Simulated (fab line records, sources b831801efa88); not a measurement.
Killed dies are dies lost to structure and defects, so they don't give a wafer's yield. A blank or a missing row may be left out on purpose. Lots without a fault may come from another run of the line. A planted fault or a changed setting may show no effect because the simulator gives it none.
Chamber matching | flow sky130 | SKY_VIA4_CMP_21 on cmp-01: 4 sister chambers
The step polishes, stops on SiO2, t overpolish 25 s, target thk 0 nm. 8 wafers are shown with their chamber, then 8 later ones without.

WAFERS WITH THEIR CHAMBER
wafer  | chamber | motor_current_A (A) | head_pressure_psi (psi)
L598.2 | 3       | 11.5                | 3.501
L598.3 | 2       | 8.1                 | 3.492
L605.4 | 0       | 11.4                | 3.500
L605.6 | 3       | 12.2                | 3.508
L606.2 | 0       | 10.6                | 3.498
L606.5 | 1       | 9.9                 | 3.513
L606.6 | 2       | 8.3                 | 3.495
L607.2 | 1       | 10.2                | 3.503

WAFERS WITHOUT THEIR CHAMBER
wafer  | motor_current_A (A) | head_pressure_psi (psi)
L607.3 | 8.0                 | 3.495
L607.4 | 12.0                | 3.503
L608.3 | 10.4                | 3.509
L608.4 | 11.5                | 3.490
L608.5 | 11.2                | 3.482
L609.1 | 11.1                | 3.496
L609.4 | 11.6                | 3.495
L609.5 | 11.7                | 3.498

WHICH CHAMBER EACH WENT THROUGH
wafer  | from the rows above     | in truth
L607.3 | 2                       | 2
L607.4 | 3                       | 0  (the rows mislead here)
L608.3 | can't be placed: 1 or 0 | 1
L608.4 | can't be placed: 0 or 3 | 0
L608.5 | can't be placed: 0 or 3 | 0
L609.1 | can't be placed: 0 or 3 | 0
L609.4 | can't be placed: 0 or 3 | 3
L609.5 | can't be placed: 3 or 0 | 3
Placed correctly: 1 of 8. Can't be placed from these rows: 6 (the true chamber is among the candidates in 6). Placed wrongly: 1.
How it was worked out, from the rows above alone: a wafer's distance from a chamber is the root of the sum, over the readings, of the square of ((its reading less the chamber's mean) divided by the reading's scatter). The wafer belongs to the nearest chamber; if the next one is less than 2 further off, it can't be placed. A chamber's mean is the mean of its shown wafers. The scatter: the root of (the sum of the squares of (reading less its chamber's mean) over the shown wafers, divided by (wafers less chambers)).
